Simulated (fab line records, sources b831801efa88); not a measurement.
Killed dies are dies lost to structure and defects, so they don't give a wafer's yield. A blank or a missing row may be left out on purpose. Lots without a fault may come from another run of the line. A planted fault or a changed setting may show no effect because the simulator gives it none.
Problem report in the 8D (eight disciplines) form, filled by code | flow sky130 | the parts of the form that need people (team, actions taken, sign-off) are left out

1. THE PROBLEM
killed_at_M4_up at SKY_PAD_OPEN_PROBE_99 reads a mean of 48.5 on 6 wafers of 2 lots; wafers without a fault read 3.1 with a standard deviation of 1.6. That is +28 standard deviations from the usual mean.
First seen on wafer L972.1, day 50 23:51, on prober-02. The record holds 36 wafers of 12 lots with a number at this step. Rule for "out", or "out of limits": more than 4 standard deviations from the usual mean. The other wafers with a number count as sound.

2. WHAT IT IS AND WHAT IT IS NOT
question                    | is                     | is not
which readings at this step | killed_at_M4_up        | killed_at_M0_to_M3, killed_at_contacts, killed_at_other, killed_open, sort_bin_6_memory
which lots                  | L972, L973             | L950, L951, L954, L955, L958, L959, L960, L961, L962, L964
which wafers of those lots  | all that have a number | -
read on which tools         | prober-02              | prober-01
when                        | from day 50 23:51      | up to then (30 sound wafers)

3. SUSPECTS, AND WHAT RULES EACH OUT
Counting: a tool at a process step up to the reading stays a suspect if it ran every lot that is out and no sound lot after the first of them.
- pvd_sputter-02 at SKY_VIA4_SPUTTER_17 (material TiN, target thk 20 nm, time 80 s): kept. It ran every lot that is out, first L972 (day 48 18:39), and no sound lot after that; its last sound lot up to then is L962 (day 45 20:55).
- prober-02 at SKY_PAD_OPEN_PROBE_99: kept. It ran every lot that is out, first L972 (day 50 23:51), and no sound lot after that; its last sound lot up to then is L961 (day 48 05:04). Its own readings are out on those wafers: killed_at_M4_up.
Left after counting: pvd_sputter-02 at SKY_VIA4_SPUTTER_17, prober-02 at SKY_PAD_OPEN_PROBE_99.

4. THE CAUSE (what the simulator had put in)
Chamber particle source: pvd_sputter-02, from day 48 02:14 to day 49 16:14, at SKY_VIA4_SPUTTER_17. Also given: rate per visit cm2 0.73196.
Counting left 2 suspects, and this tool is among them.

5. THE CHAIN OF EFFECTS, in route order
Each row: a reading whose mean over the struck wafers that have a number lies more than 3 standard deviations from the usual. Only readings for which the record gives a usual standard deviation are gone through. hours: the time from each lot's start at the first step in this table that gives one to its start at this step, as a median over the lots. sigmas: the change in usual standard deviations.
hours | step                  | reading              | usual  | on struck wafers | change | sigmas
0     | SKY_PAD_OPEN_PROBE_99 | defect_limited_yield | 82.7 % | 75.3             | -7.4   | -3.9
0     | SKY_PAD_OPEN_PROBE_99 | killed_at_M4_up      | 3.1    | 48.5             | +45.4  | +28
0     | SKY_PAD_OPEN_PROBE_99 | killed_dies          | 85     | 122              | +36    | +3.9
0     | SKY_PAD_OPEN_PROBE_99 | sort_bin_3_pad_short | 0.8 %  | 2.6              | +1.8   | +4.8
0     | SKY_PAD_OPEN_PROBE_99 | sort_bin_5_function  | 10.2 % | 15.2             | +5.0   | +3.4
0     | SKY_PAD_OPEN_PROBE_99 | sort_n_pass          | 407    | 370              | -36    | -3.9
0     | SKY_PAD_OPEN_PROBE_99 | sort_yield_pct       | 82.7 % | 75.3             | -7.4   | -3.9
The process steps in it:
- SKY_PAD_OPEN_PROBE_99

6. WHAT WOULD HAVE CAUGHT IT SOONER
In this record the first reading out of limits was taken at day 50 23:51, 70 hours after the fault began at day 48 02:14.
Of the tool readings at SKY_VIA4_SPUTTER_17 for which the record gives a usual standard deviation, none was out on any struck wafer, so an alarm limit of 4 standard deviations on them would not have fired.
All the lots that are out (2) had begun SKY_VIA4_SPUTTER_17 on pvd_sputter-02 by day 50 23:51. A hold on the tool at that time would have spared none of them.
